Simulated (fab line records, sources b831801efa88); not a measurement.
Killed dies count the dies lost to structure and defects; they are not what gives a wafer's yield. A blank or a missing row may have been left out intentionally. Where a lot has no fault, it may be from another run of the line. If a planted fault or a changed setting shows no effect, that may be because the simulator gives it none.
The tool behind it: which one? :: flow gf180mcu :: 7 lots with 21 wafers sampled at 5 steps, on a route of 602 steps

== WHAT THE GAUGES SHOWED, per wafer ==
GF_V5_BOW_MEAS_05.
lot: L587
measured: day 27 05:26
on: film metro-04
V5_BOW (um): 147 138 142

lot: L591
measured: day 28 10:43
on: film metro-02
V5_BOW (um): 147 136 133

lot: L593
measured: day 29 06:26
on: film metro-01
V5_BOW (um): 142 135 148

lot: L595
measured: day 29 21:50
on: film metro-04
V5_BOW (um): 148 137 145

lot: L600
measured: day 31 05:44
on: film metro-04
V5_BOW (um): 110 99 104

lot: L604
measured: day 32 02:47
on: film metro-02
V5_BOW (um): 131 138 134

lot: L606
measured: day 32 16:56
on: film metro-04
V5_BOW (um): 126 138 137

== TOOL THAT RAN EACH LOT (tool first, then ch and the chambers of the sampled wafers, then the start) ==
lot: L587
GF_M3_STRIP_17: plasma asher-04 ch 0,1, day 22 09:11
GF_M4_SPUTTER_04: pvd sputter-01, day 23 10:45
GF_MIM_SPUTTER_07: pvd sputter-03, day 25 10:20
GF_V5_CVD_02: pecvd-02 ch 0,1, day 27 04:55

lot: L591
GF_M3_STRIP_17: plasma asher-03 ch 0,1, day 23 18:13
GF_M4_SPUTTER_04: pvd sputter-02, day 24 18:54
GF_MIM_SPUTTER_07: pvd sputter-02, day 26 17:17
GF_V5_CVD_02: pecvd-04 ch 0,1, day 28 10:06

lot: L593
GF_M3_STRIP_17: plasma asher-03 ch 0,1, day 24 16:24
GF_M4_SPUTTER_04: pvd sputter-02, day 25 16:59
GF_MIM_SPUTTER_07: pvd sputter-03, day 27 13:39
GF_V5_CVD_02: pecvd-03 ch 0,1,2, day 29 05:53

lot: L595
GF_M3_STRIP_17: plasma asher-04 ch 0,1, day 25 11:29
GF_M4_SPUTTER_04: pvd sputter-03, day 26 11:05
GF_MIM_SPUTTER_07: pvd sputter-04, day 28 06:05
GF_V5_CVD_02: pecvd-02 ch 0,1, day 29 21:22

lot: L600
GF_M3_STRIP_17: plasma asher-04 ch 0,1, day 26 23:52
GF_M4_SPUTTER_04: pvd sputter-02, day 27 22:41
GF_MIM_SPUTTER_07: pvd sputter-02, day 29 15:44
GF_V5_CVD_02: pecvd-04 ch 1,2, day 31 05:14

lot: L604
GF_M3_STRIP_17: plasma asher-03 ch 0,1, day 27 23:49
GF_M4_SPUTTER_04: pvd sputter-03, day 28 22:27
GF_MIM_SPUTTER_07: pvd sputter-04, day 30 14:35
GF_V5_CVD_02: pecvd-02 ch 0,1,2, day 32 02:17

lot: L606
GF_M3_STRIP_17: plasma asher-01 ch 0,1, day 28 16:21
GF_M4_SPUTTER_04: pvd sputter-01, day 29 14:01
GF_MIM_SPUTTER_07: pvd sputter-03, day 31 04:46
GF_V5_CVD_02: pecvd-02 ch 0,1,2, day 32 16:28
- GF_M3_STRIP_17: strips in O2/N2.
- GF_M4_SPUTTER_04: material TiN, target thk 50 nm, time 41.7 s.
- GF_MIM_SPUTTER_07: material TiN, target thk 60 nm, time 50 s.
- GF_V5_CVD_02: deposits SiO2 from TEOS, target thk 1450 nm, time 163.28 s.

== THE ANSWER, worked out from the rows above alone ==
Rule: what is usual is taken from the lots themselves. The widest of any qualifying gaps counts: lots, ordered by their means at a reading, are off when they make up no more than a third of the lots, leave a main group of 4 or more, and stand apart from it by 3 or more times the standard deviation of that group's means. A main group whose means are all the same, to the digits that the tables above print for the reading, isn't used. Also off: a lot with no number at a reading for which 4 or more lots have one. Any other lot the step has rows for is counted as sound.
Off: L600, seen at GF_V5_BOW_MEAS_05 (V5_BOW). Mean 139 um and standard deviation 3.8 in the main group.
If a tool, at a process step before that reading, ran all the lots that are off and no sound lot after the first of them, it fits. Gauges at GF_V5_BOW_MEAS_05: tried the same way as those tools. Can't be told from this: 3 tools fit, plasma asher-04 at GF_M3_STRIP_17, pvd sputter-02 at GF_M4_SPUTTER_04 and GF_MIM_SPUTTER_07, pecvd-04 at GF_V5_CVD_02.

== WHAT WAS PUT IN BY THE SIMULATOR ==
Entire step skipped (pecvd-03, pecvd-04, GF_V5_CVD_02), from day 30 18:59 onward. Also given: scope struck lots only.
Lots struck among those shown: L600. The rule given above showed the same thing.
